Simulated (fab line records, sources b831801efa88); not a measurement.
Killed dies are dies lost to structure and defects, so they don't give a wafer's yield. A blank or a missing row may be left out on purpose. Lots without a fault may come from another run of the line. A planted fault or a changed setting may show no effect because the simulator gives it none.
Which tool did it? | flow gf180mcu | 13 lots, 39 wafers sampled, at 3 steps of a route of 602

WHAT THE GAUGES READ, wafer by wafer
GF_V2_THK_MEAS_01.
lot  | measured     | on            | V2_CVD_00_THK (nm)
L824 | day 19 10:33 | film_metro-04 | 596 603 611
L826 | day 20 08:28 | film_metro-02 | 596 603 590
L828 | day 21 05:20 | film_metro-04 | 593 587 600
L829 | day 21 12:39 | film_metro-03 | 599 601 608
L830 | day 21 19:04 | film_metro-04 | 615 612 619
L836 | day 23 23:58 | film_metro-02 | 607 594 587
L837 | day 24 12:42 | film_metro-04 | 596 604 591
L838 | day 24 16:01 | film_metro-02 | 601 606 606
L839 | day 25 00:05 | film_metro-03 | 593 592 585
L840 | day 25 13:29 | film_metro-02 | 599 592 595
L842 | day 25 21:38 | film_metro-03 | 603 600 596
L843 | day 26 08:34 | film_metro-04 | 587 597 587
L846 | day 27 04:25 | film_metro-04 | 599 597 599

WHICH TOOL RAN EACH LOT (tool, then ch and the chambers of the sampled wafers, then the start)
lot  | GF_M2_METAL_ETCH_16               | GF_M2_STRIP_17
L824 | rie_metal-02 ch 1, day 19 09:43   | plasma_asher-03 ch 0,1, day 19 09:56
L826 | rie_metal-04 ch 0,1, day 20 07:38 | plasma_asher-04 ch 0,1, day 20 07:46
L828 | rie_metal-04 ch 0,1, day 21 04:37 | plasma_asher-03 ch 0,1, day 21 04:44
L829 | rie_metal-01 ch 1, day 21 11:53   | plasma_asher-02 ch 0,1, day 21 12:03
L830 | rie_metal-04 ch 0, day 21 18:19   | plasma_asher-04 ch 0,1, day 21 18:27
L836 | rie_metal-02 ch 0,1, day 23 23:13 | plasma_asher-03 ch 0,1, day 23 23:21
L837 | rie_metal-04 ch 0,1, day 24 11:55 | plasma_asher-02 ch 1, day 24 12:03
L838 | rie_metal-04 ch 0,1, day 24 15:16 | plasma_asher-04 ch 0,1, day 24 15:23
L839 | rie_metal-02 ch 0,1, day 24 23:22 | plasma_asher-03 ch 0,1, day 24 23:29
L840 | rie_metal-01 ch 0,1, day 25 12:06 | plasma_asher-02 ch 0,1, day 25 12:16
L842 | rie_metal-01 ch 0,1, day 25 20:25 | plasma_asher-02 ch 0,1, day 25 20:33
L843 | rie_metal-01 ch 0,1, day 26 07:52 | plasma_asher-04 ch 0,1, day 26 07:59
L846 | rie_metal-02 ch 0,1, day 27 03:19 | plasma_asher-03 ch 0, day 27 03:27
- GF_M2_METAL_ETCH_16: etches the open film in Cl2/BCl3, stops on SiO2, target depth 750.8 nm, time 125.1 s.
- GF_M2_STRIP_17: strips in O2/N2.

WHAT THE TOOLS THEMSELVES READ (means of the sampled wafers that have a number; where no wafer has one, the mark that the record gives instead)
GF_M2_METAL_ETCH_16.
lot  | tool         | drypump_motor_current_A (A) | mfc_cl2_sccm (sccm) | oes_product_au (a.u.) | throttle_valve_pct (%)
L824 | rie_metal-02 | 5.6                         | 80.00               | 0.991                 | 28.227
L826 | rie_metal-04 | 5.9                         | 79.93               | 0.997                 | 28.221
L828 | rie_metal-04 | 5.9                         | 79.96               | 0.994                 | 28.221
L829 | rie_metal-01 | 5.5                         | 80.04               | 0.994                 | 28.238
L830 | rie_metal-04 | 5.4                         | 80.10               | 0.994                 | 28.229
L836 | rie_metal-02 | 5.4                         | 79.76               | 0.991                 | 28.221
L837 | rie_metal-04 | 5.6                         | 80.06               | 0.993                 | 28.235
L838 | rie_metal-04 | 5.9                         | 80.06               | 0.991                 | 28.230
L839 | rie_metal-02 | 5.4                         | 79.92               | 0.991                 | 28.233
L840 | rie_metal-01 | 5.6                         | 80.10               | 0.991                 | 28.226
L842 | rie_metal-01 | 5.8                         | 80.19               | 0.991                 | 28.219
L843 | rie_metal-01 | 5.8                         | 80.14               | 0.986                 | 28.234
L846 | rie_metal-02 | 5.5                         | 79.95               | 0.997                 | 28.229

GF_M2_STRIP_17.
lot  | tool            | drypump_motor_current_A (A) | heater_power_w (W) | oes_product_au (a.u.) | strip_time_to_endpoint_s (s)
L824 | plasma_asher-03 | 6.4                         | 355                | 0.540                 | 7.42
L826 | plasma_asher-04 | 5.5                         | 310                | 0.538                 | 7.42
L828 | plasma_asher-03 | 6.4                         | 359                | 0.535                 | 7.37
L829 | plasma_asher-02 | 5.6                         | 368                | 0.536                 | 7.34
L830 | plasma_asher-04 | 5.5                         | 315                | 0.539                 | 7.38
L836 | plasma_asher-03 | 6.4                         | 352                | 0.533                 | 7.33
L837 | plasma_asher-02 | 5.6                         | 405                | 0.537                 | 7.30
L838 | plasma_asher-04 | 5.8                         | 340                | 0.531                 | 7.25
L839 | plasma_asher-03 | 6.4                         | 360                | 0.533                 | 7.34
L840 | plasma_asher-02 | 5.6                         | 371                | 0.537                 | 7.39
L842 | plasma_asher-02 | 5.6                         | 339                | 0.536                 | 7.36
L843 | plasma_asher-04 | 5.8                         | 346                | 0.529                 | 7.35
L846 | plasma_asher-03 | 6.3                         | 348                | 0.533                 | 7.36

THE ANSWER, worked out from the rows above alone
Rule: what is usual is taken from the lots themselves. Put in order of their means at a reading, lots are off if they are a third of the lots or fewer, leave a main group of 4 or more, and stand apart from it by a gap of 3 or more times the standard deviation of the main group's means; of several such gaps the widest counts. A main group whose means are all the same, to the digits that the tables above print for the reading, isn't used. A lot without any number at a reading at which 4 lots or more have one is off too. The other lots that the step has rows for count as sound. The gauges are gone through in route order, then the tools' own readings, and for those a lot's mean is taken as printed above. The first step at which some lot is off is used, and at that step the reading that is off furthest; a lot without a number counts as furthest.
No lot is off at any reading shown: from this, nothing can be told.

WHAT THE SIMULATOR HAD PUT IN
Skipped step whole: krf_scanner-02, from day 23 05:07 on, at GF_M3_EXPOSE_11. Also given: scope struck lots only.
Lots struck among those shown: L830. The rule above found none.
